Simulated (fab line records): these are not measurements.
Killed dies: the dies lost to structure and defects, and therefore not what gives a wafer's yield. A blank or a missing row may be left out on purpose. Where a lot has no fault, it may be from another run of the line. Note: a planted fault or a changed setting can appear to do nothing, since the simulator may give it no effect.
A lot that was struck, set against a sound lot	flow sky130	31 steps out of a route of 708
Sound: the wafers L763.1, L763.2, L763.4. Wafers struck: L772.3, L772.4, L772.5. The cause is given at the end.
For every step that has rows: the tool of each side, followed by ch and its chambers, followed by its first start. Under that, the readings that differ: sound wafers	struck wafers	difference of the means	sigmas: that difference in standard deviations of wafers without a fault.
alike: readings with means less than 2 such deviations apart, plus words and numbers identical on both sides. not compared: withheld readings, readings lacking a value on some wafer, bounds such as >300 that could conceal the same value, and numbers that have no deviation in the record and whose values overlap.
Wherever a step has rows on one side only, a row that says differs or no value, or a row with sigmas, the two part there. Non-overlapping numbers with no deviation appear without sigmas and do not part them. A reading that every wafer of one side lacks parts them only if that side has two wafers or more.

SKY_PWDE_OVL_MEAS_07:
  sound on overlay-01 at day 4 05:32; struck on overlay-01 at day 6 03:19
  alike: PWDE_OVL
then, 1 step without rows for these wafers: SKY_PWDE_IMPLANT_08.
SKY_PWDE_STRIP_09: strips in O2/N2.
  sound on plasma asher-04 ch 0,1, day 4 05:43; struck on plasma asher-04 ch 0,1, day 6 03:32
  alike: drypump motor current A, oes product au, strip time to endpoint s
  not compared: rf hours counter h
SKY_PWDE_TW_MEAS_10:
  sound on film metro-03 at day 4 05:49; struck on film metro-03 at day 6 03:37
  alike: PWDE_TW
then, 7 steps without rows for these wafers: SKY_NWELL_DEHYDRATE_03 (time 60 s); SKY_NWELL_HMDS_04 (prime time 60 s); SKY_NWELL_COAT_05 (resist thk 3000 nm); SKY_NWELL_SOFTBAKE_06; SKY_NWELL_EXPOSE_07 (exposes mask NWM, target cd 840 nm); SKY_NWELL_PEB_08; SKY_NWELL_DEVELOP_09 (develop time 60 s).
SKY_NWELL_OVL_MEAS_10:
  sound on overlay-02 at day 4 23:04; struck on overlay-01 at day 6 23:19
  alike: NWELL_00_OVL
SKY_NWELL_IMPLANT_11:
  sound on implanter-03 ch 0, day 4 23:07; struck on implanter-02 ch 0, day 6 23:23
reading	sound	struck	difference	sigmas
dose ions cm2	1.9e+13 1.8974e+13 1.8963e+13	2.0404e+13 2.0396e+13 2.041e+13	+1.4243e+12	+62
faraday current uA	108.4 108.9 106.8	117.2 114.5 117.1	+8.2	+4
then, 2 steps without rows for these wafers: SKY_NWELL_IMPLANT_12; SKY_NWELL_IMPLANT_13.
SKY_NWELL_STRIP_14: strips in O2/N2.
  sound on plasma asher-03 ch 0,1, day 4 23:34; struck on plasma asher-01 ch 0,1, day 6 23:50
  alike: drypump motor current A, oes product au, strip time to endpoint s
  not compared: rf hours counter h
SKY_NWELL_TW_MEAS_15:
  sound on film metro-03 at day 4 23:40; struck on film metro-01 at day 7 00:08
reading	sound	struck	difference	sigmas
NWELL_TW	1802 1798 1808	1852 1845 1845	+45	+5
  not compared: hold
then, 6 steps without rows for these wafers: SKY_NWELL_HMDS_17 (prime time 60 s); SKY_NWELL_COAT_18 (resist thk 3000 nm); SKY_NWELL_SOFTBAKE_19; SKY_NWELL_EXPOSE_20 (exposes mask NWM COMPLEMENT, target cd 840 nm); SKY_NWELL_PEB_21; SKY_NWELL_DEVELOP_22 (develop time 60 s).
SKY_NWELL_OVL_MEAS_23:
  sound on overlay-02 at day 5 16:56; struck on overlay-02 at day 7 20:12
  alike: NWELL_01_OVL
then, 1 step without rows for these wafers: SKY_NWELL_IMPLANT_24.
SKY_NWELL_STRIP_25: strips in O2/N2.
  sound on plasma asher-02 ch 0,1, day 5 17:08; struck on plasma asher-01 ch 0,1, day 7 20:25
  alike: drypump motor current A, oes product au, strip time to endpoint s
  not compared: rf hours counter h
SKY_NWELL_TW_MEAS_26:
  sound on film metro-01 at day 5 17:14; struck on film metro-03 at day 7 20:30
reading	sound	struck	difference	sigmas
NWELL_2_TW	497.7 497.8 496.9	491.8 488.8 491.4	-6.8	-3
then, 1 step without rows for these wafers: SKY_NWELL_CLEAN_27 (cleans in SC1/SC2, time 150 s).
SKY_NWELL_RTA_28: time 30 s.
  sound on rtp anneal-01 ch 0, day 5 17:20; struck on rtp anneal-02 ch 0, day 7 20:38
  alike: lamp power pct, wafer_temp_C_max
SKY_NWELL_RS_MEAS_29: measurement is done with a four-point probe.
  sound on film metro-04 at day 5 17:26; struck on film metro-01 at day 7 21:05
reading	sound	struck	difference	sigmas
NWELL_RS (ohm/sq)	625.0 627.4 626.9	599.5 600.7 601.7	-25.8	-15
  not compared: hold
-- the record jumps here: 41 days lie between the struck wafers' starts before and after (it left off in module NWELL and takes up again in module PAD_OPEN, whose first step shown is number 708 of the route) --
SKY_PAD_OPEN_PROBE_99:
  sound on prober-01 at day 46 13:18; struck on prober-02 at day 48 11:22
reading	sound	struck	difference	sigmas
model.etest.nfet_16v.r on ohm um	1.414e+04 1.406e+04 1.409e+04	1.38e+04 1.386e+04 1.374e+04	-2.97e+02	
  alike: killed_at_M0_to_M3, killed_at_M4_up, killed at contacts, killed at front end, killed at other, killed dies, killed open, killed short

WHERE THEY PART
At SKY_NWELL_IMPLANT_11 first; at SKY_NWELL_RS_MEAS_29 last (within this record only). Later steps at which nothing parts them and some readings are alike: SKY_PAD_OPEN_PROBE_99.

WHY: whatever the simulator had introduced
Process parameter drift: implanter-02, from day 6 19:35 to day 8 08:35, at SKY_NWELL_IMPLANT_11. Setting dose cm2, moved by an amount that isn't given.
